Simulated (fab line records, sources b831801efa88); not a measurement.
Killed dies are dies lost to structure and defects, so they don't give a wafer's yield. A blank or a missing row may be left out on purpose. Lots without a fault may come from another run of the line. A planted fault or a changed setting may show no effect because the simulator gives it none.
Which tool did it? | flow sky130 | 11 lots, 33 wafers sampled, at 5 steps of a route of 708

WHAT THE GAUGES READ, wafer by wafer
SKY_CAPM_THK_MEAS_04: measures by xrf. Usual: CAPM_TIN_THK 193.5 nm, standard deviation 2.4.
lot  | measured     | on            | CAPM_TIN_THK (nm) | flag
L928 | day 36 08:25 | film_metro-02 | 196.4 196.6 197.6 |
L930 | day 37 00:36 | film_metro-02 | 191.5 193.0 192.1 |
L935 | day 38 18:53 | film_metro-04 | 194.4 192.6 194.3 |
L937 | day 39 16:07 | film_metro-02 | 192.9 194.8 195.2 |
L941 | day 40 20:10 | film_metro-03 | 191.2 192.9 192.5 |
L943 | day 41 03:28 | film_metro-03 | 192.6 193.8 192.8 |
L944 | day 41 08:49 | film_metro-03 | 191.5 191.7 191.0 |
L948 | day 42 17:17 | film_metro-02 | 193.2 193.2 192.7 |
L949 | day 42 22:15 | film_metro-02 | 190.1 194.2 193.3 |
L950 | day 43 02:57 | film_metro-02 | 193.4 194.3 193.4 |
L951 | day 43 03:32 | film_metro-04 | 195.3 198.1 195.9 |

SKY_CAP2M_THK_MEAS_01. Usual: CAP2M_CVD_00_THK 15.57 nm, standard deviation 0.24.
lot  | measured     | on            | CAP2M_CVD_00_THK (nm) | flag
L928 | day 39 16:52 | film_metro-03 | 15.62 15.46 16.10     |
L930 | day 40 08:58 | film_metro-02 | 15.18 15.31 15.48     |
L935 | day 42 00:41 | film_metro-02 | 15.54 15.50 15.78     |
L937 | day 42 21:40 | film_metro-01 | 22.24 15.21 22.41     | OFF
L941 | day 43 23:37 | film_metro-02 | 15.55 15.56 15.52     |
L943 | day 44 06:25 | film_metro-01 | 15.67 15.78 15.95     |
L944 | day 44 11:05 | film_metro-01 | 15.07 15.34 15.47     |
L948 | day 45 16:19 | film_metro-01 | 15.53 15.17 15.36     |
L949 | day 45 21:07 | film_metro-01 | 15.51 15.40 15.45     |
L950 | day 46 03:56 | film_metro-02 | 15.26 15.82 15.50     |
L951 | day 46 04:14 | film_metro-02 | 15.48 16.04 15.68     |

SKY_CAP2M_RS_MEAS_03: measures by four-point-probe. Usual: CAP2M_TIN_RS 6.93 ohm/sq, standard deviation 0.067.
lot  | measured     | on            | CAP2M_TIN_RS (ohm/sq) | flag
L928 | day 39 17:03 | film_metro-01 | 6.79 6.88 6.83        |
L930 | day 40 09:08 | film_metro-03 | 6.95 6.99 7.00        |
L935 | day 42 00:52 | film_metro-03 | 6.82 6.77 6.74        |
L937 | day 42 21:50 | film_metro-03 | 6.85 6.82 6.90        |
L941 | day 43 23:48 | film_metro-01 | 6.92 6.94 6.98        |
L943 | day 44 06:35 | film_metro-02 | 6.87 6.91 6.85        |
L944 | day 44 11:18 | film_metro-01 | 6.92 6.97 6.97        |
L948 | day 45 16:31 | film_metro-01 | 6.99 6.95 6.88        |
L949 | day 45 21:17 | film_metro-01 | 6.90 7.03 6.91        |
L950 | day 46 04:06 | film_metro-03 | 6.83 6.88 6.83        |
L951 | day 46 04:24 | film_metro-03 | 6.93 6.95 6.97        |

WHICH TOOL RAN EACH LOT (tool, then ch and the chambers of the sampled wafers, then the start)
lot  | SKY_VIA3_CVD_21               | SKY_CAP2M_CVD_00
L928 | cvd_w-01 ch 0,1, day 39 16:06 | pecvd-03 ch 0,1,2, day 39 16:49
L930 | cvd_w-01 ch 0, day 40 08:11   | pecvd-02 ch 1,2, day 40 08:56
L935 | cvd_w-01 ch 0,1, day 41 23:53 | pecvd-02 ch 0,1,2, day 42 00:39
L937 | cvd_w-02 ch 0,1, day 42 20:53 | pecvd-02 ch 0,1, day 42 21:38
L941 | cvd_w-01 ch 0,1, day 43 22:50 | pecvd-01 ch 0,1, day 43 23:35
L943 | cvd_w-01 ch 1, day 44 05:31   | pecvd-03 ch 0,2, day 44 06:23
L944 | cvd_w-01 ch 0,1, day 44 10:18 | pecvd-01 ch 0,1, day 44 11:03
L948 | cvd_w-02 ch 0,1, day 45 15:14 | pecvd-01 ch 0,1,2, day 45 16:16
L949 | cvd_w-01 ch 0,1, day 45 20:20 | pecvd-02 ch 0,1, day 45 21:05
L950 | cvd_w-01 ch 0,1, day 46 00:43 | pecvd-02 ch 0,1, day 46 03:55
L951 | cvd_w-02 ch 0,1, day 46 00:43 | pecvd-03 ch 0,1, day 46 04:13
- SKY_VIA3_CVD_21: deposits W, target thk 390 nm, time 117.31 s.
- SKY_CAP2M_CVD_00: deposits SiO2, target thk 15.5 nm.

WHAT THE TOOLS THEMSELVES READ (means of the sampled wafers that have a number; where no wafer has one, the mark that the record gives instead)
SKY_VIA3_CVD_21. Usual: heater_power_w 820 W, standard deviation 28; susceptor_temp_C 399.99 C, standard deviation 0.23.
lot  | tool     | heater_power_w (W) | susceptor_temp_C (C) | flag
L928 | cvd_w-01 | 845                | 399.95               |
L930 | cvd_w-01 | 859                | 400.02               |
L935 | cvd_w-01 | 843                | 400.01               |
L937 | cvd_w-02 | 795                | 399.99               |
L941 | cvd_w-01 | 830                | 400.02               |
L943 | cvd_w-01 | 828                | 399.96               |
L944 | cvd_w-01 | 842                | 400.02               |
L948 | cvd_w-02 | 800                | 400.18               |
L949 | cvd_w-01 | 851                | 399.98               |
L950 | cvd_w-01 | 842                | 399.68               |
L951 | cvd_w-02 | 802                | 400.06               |

SKY_CAP2M_CVD_00. Usual: heater_power_w 737 W, standard deviation 110; susceptor_temp_C 400.01 C, standard deviation 0.24.
lot  | tool     | heater_power_w (W) | susceptor_temp_C (C) | flag
L928 | pecvd-03 | 661                | 400.15               |
L930 | pecvd-02 | 802                | 400.17               |
L935 | pecvd-02 | 826                | 400.22               |
L937 | pecvd-02 | 853                | 400.18               |
L941 | pecvd-01 | 643                | 399.82               |
L943 | pecvd-03 | 562                | 399.82               |
L944 | pecvd-01 | 710                | 399.95               |
L948 | pecvd-01 | 721                | 400.08               |
L949 | pecvd-02 | 773                | 400.09               |
L950 | pecvd-02 | 873                | 400.23               |
L951 | pecvd-03 | 714                | 399.91               |

THE ANSWER, worked out from the rows above alone
Rule: a lot is off if the mean of its wafers that have a number lies more than 3 standard deviations from the usual mean. A lot without any number at a reading at which 4 lots or more have one is off too. The other lots that the step has rows for count as sound. The gauges are gone through in route order, then the tools' own readings, and for those a lot's mean is taken as printed above. The first step at which some lot is off is used, and at that step the reading that is off furthest; a lot without a number counts as furthest.
Off: L937, at SKY_CAP2M_THK_MEAS_01 (CAP2M_CVD_00_THK).
A tool fits if, at a process step before that reading, it ran every lot that is off, and no sound lot after the first of them. The gauges at SKY_CAP2M_THK_MEAS_01 are tried like those tools. None of those tried fits.

WHAT THE SIMULATOR HAD PUT IN
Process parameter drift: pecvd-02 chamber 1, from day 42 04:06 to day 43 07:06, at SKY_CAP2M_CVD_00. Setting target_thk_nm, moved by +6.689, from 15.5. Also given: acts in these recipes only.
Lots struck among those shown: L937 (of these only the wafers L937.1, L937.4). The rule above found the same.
